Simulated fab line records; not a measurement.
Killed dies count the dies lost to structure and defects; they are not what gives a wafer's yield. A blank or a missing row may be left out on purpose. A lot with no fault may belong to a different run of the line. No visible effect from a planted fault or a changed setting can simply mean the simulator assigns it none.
A lot that was struck, set against a sound lot ; flow sky130 ; 21 steps out of a route of 708
Sound: the wafers L683.2, L683.4, L683.5. Struck: wafers L689.2, L689.4, L689.5. The cause is named last.
For every step that has rows: the tool of each side, followed by ch and its chambers, followed by its first start. Under that, the readings that differ: sound wafers ; struck wafers ; difference of the means ; sigmas: that difference in standard deviations of wafers without a fault.
alike: words and numbers the same on both sides, and readings whose means are apart by under 2 such deviations; not compared: readings that were withheld, readings missing a value for some wafer, numbers with overlapping values and no deviation given by the record, and bounds like >300 which may hide the same value.
The two part at a step that has a row with sigmas, a row that says differs or no value, or rows on one side only. Non-overlapping numbers with no deviation appear without sigmas and do not part them. A reading missing from all wafers of one side parts the sides only when that side holds two or more wafers.

first, 1 step without rows for these wafers: SKY_LDD_LDN_IMPLANT_11.
SKY_LDD_LDN_STRIP_12: strips in O2/N2.
  sound on plasma_asher-02 ch 0,1, day 24 04:07; struck on plasma_asher-01 ch 1, day 26 21:26
  alike: drypump_motor_current_A, oes_product_au, strip_time_to_endpoint_s
  not compared: rf_hours_counter_h
SKY_LDD_LDN_TW_MEAS_13:
  sound on film_metro-04 at day 24 04:14; struck on film_metro-02 at day 26 21:32
reading;sound;struck;difference;sigmas
LDD_LDN_TW;1476 1481 1481;1467 1465 1463;-14;-3
then, 2 steps without rows for these wafers: SKY_LDD_LDN_CLEAN_14 (cleans in SC1/SC2, time 150 s); SKY_SPACER_CVD_00 (deposits Si3N4 from DCS/NH3, target thk 43.1 nm, time 740 s).
SKY_SPACER_THK_MEAS_01:
  sound on film_metro-01 at day 24 07:25; struck on film_metro-03 at day 26 22:52
  alike: SPACER_CVD_00_THK
SKY_SPACER_ETCHBACK_02: etches Si3N4 in CH3F/O2, stops on SiO2, time 46.7 s, target depth 45 nm.
  sound on rie_diel-03 ch 0,2, day 24 07:28; struck on rie_diel-03 ch 0,2, day 26 22:55
  alike: bias_w, drypump_motor_current_A, oes_product_au, rf_fwd_power_W, throttle_valve_pct
  not compared: rf_hours_counter_h
then, 5 steps without rows for these wafers: SKY_POLY_CUT_DEHYDRATE_00 (time 60 s); SKY_POLY_CUT_HMDS_01 (prime time 60 s); SKY_POLY_CUT_COAT_02 (resist thk 60 nm); SKY_POLY_CUT_COAT_03 (resist thk 450 nm); SKY_POLY_CUT_SOFTBAKE_04 (time 90 s).
SKY_POLY_CUT_EXPOSE_05: exposes mask NPCM, target cd 270 nm.
  sound on krf_scanner-01 ch 0, day 24 22:19; struck on krf_scanner-01 ch 0, day 27 14:04
  alike: mask, reticle_temp_C
then, 2 steps without rows for these wafers: SKY_POLY_CUT_PEB_06; SKY_POLY_CUT_DEVELOP_07 (develop time 60 s).
SKY_POLY_CUT_CD_MEAS_08 targets a cd of 270 nm.
  sound on cd_sem-01 at day 25 12:40; struck on cd_sem-01 at day 28 03:58
  alike: cd_nm
SKY_POLY_CUT_OVL_MEAS_09:
  sound on overlay-01 at day 25 12:46; struck on overlay-02 at day 28 04:04
  alike: POLY_CUT_OVL
SKY_POLY_CUT_ETCH_10: etches BARC in N2/H2, stops on SiO2, time 45.9 s, target depth 60 nm.
  sound on rie_diel-01 ch 2,3, day 25 12:48; struck on rie_diel-04 ch 1,2,3, day 28 04:06
  alike: bias_w, drypump_motor_current_A, oes_product_au, rf_fwd_power_W, throttle_valve_pct
  not compared: rf_hours_counter_h, model.POLY_CUT.cd_nm
SKY_POLY_CUT_ETCH_11: etches Si3N4 in CF4/CH2F2/Ar, stops on poly-Si, time 42.5 s, target depth 60 nm.
  sound on rie_diel-01 ch 2,3, day 25 12:50; struck on rie_diel-04 ch 1,2,3, day 28 04:08
  alike: bias_w, ch2f2_flow_sccm, drypump_motor_current_A, oes_product_au, rf_fwd_power_W, throttle_valve_pct
  not compared: rf_hours_counter_h, model.POLY_CUT.cd_nm
SKY_POLY_CUT_STRIP_12: strips in O2/N2.
  sound on plasma_asher-01 ch 1, day 25 12:53; struck on plasma_asher-02 ch 0,1, day 28 04:11
reading;sound;struck;difference;sigmas
strip_time_to_endpoint_s (s);5.350 5.337 5.325;5.399 5.389 5.401;+0.059;+4
  alike: drypump_motor_current_A, oes_product_au
  not compared: rf_hours_counter_h
-- a jump in the record: the struck wafers' starts before and after are 20 days apart (it breaks off in module POLY_CUT and resumes in module PAD_OPEN, where the first step shown is number 708 of the route) --
SKY_PAD_OPEN_PROBE_99:
  sound on prober-02 at day 46 14:25; struck on prober-02 at day 48 14:22
  alike: killed_at_M0_to_M3, killed_at_M4_up, killed_at_contacts, killed_at_front_end, killed_at_other, killed_dies, killed_open, killed_short

== WHERE THEY PART ==
Last at SKY_POLY_CUT_STRIP_12 as far as this record goes, first at SKY_LDD_LDN_TW_MEAS_13. Later steps at which nothing parts them and some readings are alike: SKY_PAD_OPEN_PROBE_99.

WHY: what had been put in by the simulator
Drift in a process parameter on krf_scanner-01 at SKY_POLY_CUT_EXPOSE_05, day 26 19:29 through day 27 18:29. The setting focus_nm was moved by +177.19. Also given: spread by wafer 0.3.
